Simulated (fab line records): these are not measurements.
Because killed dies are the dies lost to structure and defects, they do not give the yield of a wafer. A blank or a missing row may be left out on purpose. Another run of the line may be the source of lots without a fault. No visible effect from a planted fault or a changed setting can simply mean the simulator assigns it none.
fab line records	flow sky130
record lots=11	wafers=33	last_day=50
route steps=708 shown VIA4@659 METAL5@677 PASSIVATION@682 PAD_OPEN@701
lots that met no fault: from a run of the same line without faults
start_h: start of the lot's first displayed wafer, in hours after the record's first day	wait_h: hours since the lot's step before	" as in the row above	L1.1+2: a single row standing in for several wafers	- either no value or no given start	* or withheld: withheld	< > ~ a bound
route shown NAME@n: names a module that has steps shown in the file, with the first one's number in the route	usual: mean/standard deviation taken from wafers without a fault	same: alike in all rows	chamber/n: place in a boat	sites: readings site by site	_std_site: standard deviation of those values	_edge_site: the outer-site mean with the inner-site mean subtracted	radius_mm: how far each site lies from the wafer's centre	mask NAME#n: copy n	behind: the most recent tool/chamber to have shaped the wafer	hold: the reason the lot was held/the length of the hold in hours/how it ended	device: the transistor (n, p or np) that didn't switch	end of line: the route-end tests of the same wafers	step lacking rows: just its recipe	killed: not the wafer's yield, but the dies lost to structure and defects at the first sort	map: a wafer's dies, x killed, . not, _ none there
set.NAME: the setting the step ran with; set.NAME@STEP: the setting that earlier step ran with	model.NAME: the simulator's own value behind a step, which no gauge read
one table for each step of the route and one row for each wafer, over a sample of lots
services: when a tool's chamber went out of use (start_h, in hours from the record's first day, below 0 if earlier), for how many hours, and the reason
## steps
# step SKY_VIA4_THK_MEAS_20
# recipe thk_meas_gauge=xrf	reads=W_of_VIA4_CVD_18
# usual VIA4_W_THK=516/9.8
lot.wafer	tool	chamber	start_h	wait_h	VIA4_W_THK[nm]
L477.1	film_metro-01	-	1008.81	0.1	518
L477.3	"	-	"	"	509
L477.4	"	-	"	"	504
L478.1	film_metro-04	-	1011.40	0.1	508
L478.2	"	-	"	"	519
L478.5	"	-	"	"	525
L479.2	film_metro-04	-	1014.01	0.1	534
L479.3	"	-	"	"	517
L479.4	"	-	"	"	517
L480.1	film_metro-04	-	1027.13	0.1	519
L480.3	"	-	"	"	510
L480.5	"	-	"	"	515
L481.4	film_metro-04	-	1032.79	0.1	522
L481.5	"	-	"	"	518
L481.6	"	-	"	"	530
L485.1	film_metro-03	-	1056.97	0.1	524
L485.2	"	-	"	"	504
L485.6	"	-	"	"	514
L488.1	film_metro-04	-	1069.16	0.1	516
L488.4	"	-	"	"	508
L488.5	"	-	"	"	522
L489.3	film_metro-01	-	1077.13	0.1	499
L489.4	"	-	"	"	524
L489.5	"	-	"	"	507
L493.1	film_metro-04	-	1108.09	0.1	529
L493.3	"	-	"	"	505
L493.6	"	-	"	"	506
L498.1	film_metro-04	-	1132.52	0.1	526
L498.5	"	-	"	"	505
L498.6	"	-	"	"	534
L499.1	film_metro-03	-	1140.00	0.1	508
L499.2	"	-	"	"	518
L499.4	"	-	"	"	507
# step SKY_METAL5_STRIP_16
# recipe chemistry=O2/N2	power_w=1400	pressure_mtorr=1500	platen_temp_c=withheld	o2_flow_sccm=3000	n2_flow_sccm=300	overash_fraction=0.5
# usual drypump_motor_current_A=6.0/0.34	oes_product_au=0.710/0.0043	strip_time_to_endpoint_s=13.11/0.11
lot.wafer	tool	chamber	start_h	wait_h	drypump_motor_current_A	oes_product_au	rf_hours_counter_h	strip_time_to_endpoint_s
L477.1	plasma_asher-02	1	1032.27	0.2	6.2	0.707	89	13.16
L477.3	"	1	"	"	6.2	0.713	-	13.18
L477.4	"	0	"	"	6.0	0.705	-	13.23
L478.1	plasma_asher-02	0	1035.31	0.2	6.0	0.719	89	13.10
L478.2	"	1	"	"	6.2	0.710	89	13.17
L478.5	"	0	"	"	6.0	0.713	-	13.12
L479.2	plasma_asher-01	1	1037.54	0.2	6.0	0.706	30	13.16
L479.3	"	0	"	"	5.1	0.712	-	13.15
L479.4	"	1	"	"	6.1	0.705	-	13.05
L480.1	plasma_asher-02	1	1048.82	0.2	6.2	0.718	90	13.30
L480.3	"	0	"	"	6.0	0.715	-	13.35
L480.5	"	0	"	"	6.0	0.711	-	13.22
L481.4	plasma_asher-02	0	1056.19	0.2	6.0	0.714	-	13.05
L481.5	"	1	"	"	6.1	0.703	-	13.03
L481.6	"	0	"	"	5.9	0.705	-	13.06
L485.1	plasma_asher-01	0	1078.97	0.2	5.1	0.720	34	12.98
L485.2	"	1	"	"	6.0	0.707	34	12.90
L485.6	"	0	"	"	5.1	0.708	-	13.08
L488.1	plasma_asher-01	0	1090.62	0.2	5.1	0.712	35	13.08
L488.4	"	1	"	"	6.0	0.714	-	13.24
L488.5	"	1	"	"	6.1	0.708	-	13.14
L489.3	plasma_asher-03	0	1098.70	0.1	6.5	0.712	-	12.97
L489.4	"	1	"	"	6.1	0.699	-	13.04
L489.5	"	1	"	"	6.1	0.705	-	13.10
L493.1	plasma_asher-01	0	1128.19	0.2	5.1	0.708	38	13.06
L493.3	"	1	"	"	6.0	0.715	-	13.09
L493.6	"	1	"	"	6.1	0.706	-	13.16
L498.1	plasma_asher-01	0	1151.67	0.2	5.1	0.707	41	13.12
L498.5	"	0	"	"	5.2	0.711	-	13.25
L498.6	"	1	"	"	6.1	0.712	-	13.06
L499.1	plasma_asher-02	1	1158.32	0.2	6.2	0.707	101	12.94
L499.2	"	0	"	"	6.0	0.718	101	13.14
L499.4	"	1	"	"	6.1	0.707	-	12.95
# step SKY_PASSIVATION_THK_MEAS_01
# recipe reads=SiO2_of_PASSIVATION_CVD_00
# usual PASSIVATION_CVD_00_THK=90.0/0.99
lot.wafer	tool	chamber	start_h	wait_h	PASSIVATION_CVD_00_THK[nm]
L477.1	film_metro-01	-	1033.39	-	88.9
L477.3	"	-	"	"	88.8
L477.4	"	-	"	"	90.2
L478.1	film_metro-03	-	1036.60	-	91.0
L478.2	"	-	"	"	90.8
L478.5	"	-	"	"	92.0
L479.2	film_metro-01	-	1038.22	-	89.4
L479.3	"	-	"	"	89.2
L479.4	"	-	"	"	90.4
L480.1	film_metro-02	-	1049.47	-	90.3
L480.3	"	-	"	"	88.8
L480.5	"	-	"	"	91.8
L481.4	film_metro-02	-	1056.81	-	89.3
L481.5	"	-	"	"	90.5
L481.6	"	-	"	"	90.4
L485.1	film_metro-01	-	1079.68	-	90.4
L485.2	"	-	"	"	90.4
L485.6	"	-	"	"	91.6
L488.1	film_metro-02	-	1091.34	-	89.1
L488.4	"	-	"	"	90.6
L488.5	"	-	"	"	90.9
L489.3	film_metro-02	-	1099.40	-	89.9
L489.4	"	-	"	"	90.4
L489.5	"	-	"	"	90.7
L493.1	film_metro-01	-	1128.85	-	88.1
L493.3	"	-	"	"	88.1
L493.6	"	-	"	"	89.9
L498.1	film_metro-02	-	1152.28	-	90.3
L498.5	"	-	"	"	90.5
L498.6	"	-	"	"	91.1
L499.1	film_metro-01	-	1158.99	-	89.9
L499.2	"	-	"	"	89.6
L499.4	"	-	"	"	90.6
# step SKY_PAD_OPEN_ETCH_07
# recipe chemistry=CF4/O2	target_depth_nm=725	stop_on=AlCu	source_w=800	bias_w=150	pressure_mtorr=150	cf4_flow_sccm=80	O2_flow_sccm=10	time_s=161.1
# usual cf4_flow_sccm=79.99/0.25	drypump_motor_current_A=5.5/0.37	oes_product_au=0.977/0.0071	rf_fwd_power_W=797.2/2.6	throttle_valve_pct=5.965/0.0086
lot.wafer	tool	chamber	start_h	wait_h	cf4_flow_sccm	drypump_motor_current_A	oes_product_au	rf_fwd_power_W	rf_hours_counter_h	throttle_valve_pct
L477.1	rie_diel-02	3	1077.10	-	79.74	5.7	0.977	801.8	20	5.955
L477.3	"	0	"	"	79.48	5.5	0.971	795.1	17	5.967
L477.4	"	1	"	"	79.74	6.4	0.976	795.6	18	5.979
L478.1	rie_diel-02	2	1079.05	-	79.92	4.9	0.978	798.0	12	5.952
L478.2	"	0	"	"	79.85	5.5	0.986	795.2	17	5.963
L478.5	"	2	"	"	80.23	4.9	0.984	795.6	-	5.977
L479.2	rie_diel-04	0	1080.33	-	80.44	5.2	0.976	794.0	9	5.975
L479.3	"	1	"	"	80.00	5.1	0.977	798.1	3	5.957
L479.4	"	2	"	"	79.97	5.3	0.989	792.1	22	5.978
L480.1	rie_diel-04	0	1092.20	-	80.38	5.2	0.979	796.5	9	5.977
L480.3	"	2	"	"	79.71	5.4	0.973	794.1	22	5.972
L480.5	"	3	"	"	80.19	5.3	0.984	798.3	-	5.977
L481.4	rie_diel-01	1	1099.70	-	80.33	5.4	0.965	794.0	23	5.961
L481.5	"	2	"	"	79.71	5.9	0.986	800.8	-	5.968
L481.6	"	1	"	"	79.92	5.4	0.973	801.0	-	5.966
L485.1	rie_diel-04	2	1120.50	-	79.97	5.3	0.973	797.3	23	5.957
L485.2	"	1	"	"	80.40	5.1	0.986	799.3	4	5.972
L485.6	"	3	"	"	80.16	5.3	0.980	797.2	-	5.959
L488.1	rie_diel-04	2	1131.03	-	80.12	5.3	0.969	796.2	24	5.964
L488.4	"	3	"	"	80.11	5.3	0.983	798.6	16	5.965
L488.5	"	3	"	"	80.02	5.3	0.980	797.2	-	5.973
L489.3	rie_diel-02	2	1139.10	-	80.22	4.9	0.978	802.2	14	5.970
L489.4	"	0	"	"	79.71	5.5	0.980	794.8	19	5.974
L489.5	"	2	"	"	80.04	4.9	0.990	798.8	-	5.976
L493.1	rie_diel-01	0	1165.05	-	80.14	5.6	0.981	922.5	16	5.970
L493.3	"	1	"	"	80.33	5.4	0.980	799.8	26	5.957
L493.6	"	3	"	"	80.18	5.8	0.987	801.2	-	5.980
L498.1	rie_diel-04	2	1185.70	-	79.85	5.4	0.974	793.8	25	5.969
L498.5	"	1	"	"	80.10	5.1	0.991	798.5	-	5.964
L498.6	"	0	"	"	80.10	5.3	0.978	794.8	-	5.965
L499.1	rie_diel-04	3	1191.53	-	79.50	5.3	0.978	796.9	18	5.965
L499.2	"	1	"	"	79.54	5.2	0.973	799.0	7	5.983
L499.4	"	2	"	"	79.76	5.4	0.977	798.3	25	5.967
# step SKY_PAD_OPEN_PROBE_99
# usual defect_limited_yield=82.0/2.1	killed_at_M0_to_M3=45/7	killed_at_M4_up=3.4/1.8	killed_at_contacts=24/5.4	killed_at_front_end=16/4.8	killed_at_other=0.4/0.62	killed_dies=89/10	killed_open=48/7.2	killed_short=40/6.3	sort_bin_3_pad_short=0.9/0.39	sort_bin_5_function=10.7/1.5	sort_bin_6_memory=6.4/1.1	sort_n_pass=403/10	sort_yield_pct=82.0/2.1
# same gross_dies=492	killed_at_back_side=0	sort_bin_4_leakage[%]=0	sort_bin_8_speed[%]=0
lot.wafer	tool	chamber	start_h	wait_h	defect_limited_yield[%]	killed_at_M0_to_M3	killed_at_M4_up	killed_at_contacts	killed_at_front_end	killed_at_other	killed_dies	killed_open	killed_short	sort_bin_3_pad_short[%]	sort_bin_5_function[%]	sort_bin_6_memory[%]	sort_n_pass	sort_yield_pct[%]
L478.1	prober-01	-	1081.42	0.1	83.1	47	1	27	8	0	83	48	35	0.2	9.1	7.5	409	83.1
L478.2	prober-01	-	1081.47	0.1	86.2	35	3	15	15	0	68	37	30	0.8	6.9	6.1	424	86.2
L478.5	prober-01	-	1081.62	0.2	80.9	40	4	26	23	1	94	35	59	1.6	9.3	8.1	398	80.9
L481.4	prober-02	-	1102.26	0.2	81.7	53	4	20	13	0	90	37	51	0.8	11.2	6.3	402	81.7
L481.5	prober-02	-	1102.31	0.2	80.7	57	5	16	17	0	95	58	36	0.8	13.4	5.1	397	80.7
L481.6	prober-02	-	1102.36	0.2	82.9	52	2	15	15	0	84	43	40	0.6	10.0	6.5	408	82.9
# killed by level:class
L478.1 CONTACT:geometric_particle:open=11 VIA1:geometric_particle:open=10 VIA2:geometric_particle:open=9 VIA1:geometric_particle:short=8 LOCAL_INTERCONNECT:geometric_particle:short=6 LI_CONTACT:geometric_particle:open=5 VIA3:geometric_particle:open=5 FIELD_ISO:geometric_particle:open=3
L478.2 VIA1:geometric_particle:open=9 CONTACT:geometric_particle:open=7 VIA2:geometric_particle:open=6 METAL1:geometric_particle:short=5 POLY_GATE:geometric_particle:short=4 METAL2:geometric_particle:short=4 VIA2:geometric_particle:short=4 FIELD_ISO:geometric_particle:open=3
L478.5 FIELD_ISO:geometric_particle:short=11 CONTACT:geometric_particle:open=8 METAL1:geometric_particle:short=7 VIA3:geometric_particle:open=7 POLY_GATE:geometric_particle:short=5 LOCAL_INTERCONNECT:geometric_particle:short=5 LI_CONTACT:geometric_particle:open=5 VIA1:geometric_particle:open=5
L481.4 VIA1:geometric_particle:short=13 VIA1:geometric_particle:open=9 CONTACT:geometric_particle:open=7 METAL3:geometric_particle:short=7 LI_CONTACT:geometric_particle:open=6 METAL1:geometric_particle:short=6 METAL2:geometric_particle:short=5 VIA3:geometric_particle:short=4
L481.5 VIA1:geometric_particle:open=13 VIA2:geometric_particle:open=9 CONTACT:geometric_particle:open=8 METAL1:geometric_particle:short=7 FIELD_ISO:geometric_particle:open=6 METAL2:geometric_particle:short=6 VIA3:geometric_particle:open=6 METAL4:geometric_particle:short=4
L481.6 VIA1:geometric_particle:open=17 METAL1:geometric_particle:short=9 VIA3:geometric_particle:open=7 POLY_GATE:geometric_particle:short=6 CONTACT:geometric_particle:open=6 FIELD_ISO:geometric_particle:short=5 METAL3:geometric_particle:short=4 POLY_GATE:geometric_particle:open=3
## services
tool	chamber	start_h	hours	kind
rie_diel-01	-	1042.34	0.3	repair
rie_diel-04	3	1042.58	3.3	repair
rie_diel-02	-	1051.06	25.8	repair
plasma_asher-03	-	1055.25	9.0	pm
plasma_asher-03	0	1055.25	9.0	vent_cycle
plasma_asher-03	1	1055.25	9.0	vent_cycle
plasma_asher-03	0	1064.25	-	clean
plasma_asher-03	1	1064.25	-	clean
rie_diel-01	1	1094.45	3.6	repair
rie_diel-02	-	1098.43	10.0	pm
rie_diel-02	1	1120.59	5.5	repair
rie_diel-04	1	1121.80	1.2	repair
rie_diel-01	3	1146.46	2.4	repair
rie_diel-01	0	1150.87	2.6	repair
rie_diel-04	-	1169.71	14.6	pm
rie_diel-02	-	1171.54	1.0	repair
rie_diel-02	-	1183.65	0.5	repair
## key
first_sign step=SKY_PAD_OPEN_ETCH_07	reading=rf_fwd_power_W	direction=up	sigmas=49	usual=797.2	struck=922.5
effect none on later readings
met_at SKY_PAD_OPEN_ETCH_07
struck_lots L493
struck_wafers L493.1
not_acting_at SKY_VIA4_THK_MEAS_20,SKY_METAL5_STRIP_16,SKY_PASSIVATION_THK_MEAS_01
fault kind=process_parameter_drift	tool=rie_diel-01	chamber=0	onset_h=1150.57	steps=SKY_PAD_OPEN_ETCH_07	channel=source_w	offset=128	shape=step	end_h=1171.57	acts_in=these_recipes_only	stated=800
